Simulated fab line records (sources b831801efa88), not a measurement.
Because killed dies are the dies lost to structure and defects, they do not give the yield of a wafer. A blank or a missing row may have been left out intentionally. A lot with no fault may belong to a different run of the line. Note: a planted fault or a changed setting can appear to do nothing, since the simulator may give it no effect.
Chamber matching    flow gf180mcu    4 sister chambers for GF_V3_ETCH_17 on rie diel-02
The step etches SiO2 in C4F8/O2/Ar, stops on TiN, target depth 635 nm. 7 wafers are shown with their chamber, then 7 later ones without.

## WAFERS WITH THEIR CHAMBER
wafer   chamber  oes product au (a.u.)  bias w (W)
L386.2  0        0.850                  1200
L386.4  2        0.858                  1202
L387.1  1        0.861                  1195
L387.3  3        0.862                  1198
L387.6  1        0.847                  1195
L391.3  2        0.856                  1197
L391.4  3        0.865                  1202

## WAFERS MISSING THEIR CHAMBER
wafer   oes product au (a.u.)  bias w (W)
L391.5  0.847                  1200
L393.4  0.857                  1203
L393.5  0.850                  1199
L393.6  0.855                  1203
L401.2  0.852                  1209
L401.3  0.857                  1209
L401.5  0.851                  1203

## THE CHAMBER EACH PASSED THROUGH
wafer   from the rows above                in truth
L391.5  can't be placed: 0 or 2 or 1       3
L393.4  can't be placed: 2 or 3 or 0 or 1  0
L393.5  can't be placed: 0 or 2 or 1 or 3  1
L393.6  can't be placed: 2 or 0 or 3 or 1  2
L401.2  can't be placed: 0 or 2 or 3 or 1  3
L401.3  can't be placed: 3 or 2 or 0 or 1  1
L401.5  can't be placed: 0 or 2 or 3 or 1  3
Placed correctly: 0 of 7. Can't be placed from these rows: 7 (the true chamber is among the candidates in 6). Wrongly placed: 0.
How it was worked out, from the rows above alone: a wafer's distance from a chamber is the root of the sum, over the readings, of the square of ((its reading less the chamber's mean) divided by the reading's scatter). The wafer belongs to the nearest chamber; if the next one is less than 2 further off, it can't be placed. The mean given for a chamber averages the wafers shown for that chamber. The scatter is the square root of a quotient: the sum, over the shown wafers, of each reading's squared deviation from its chamber's mean, divided by wafers minus chambers.
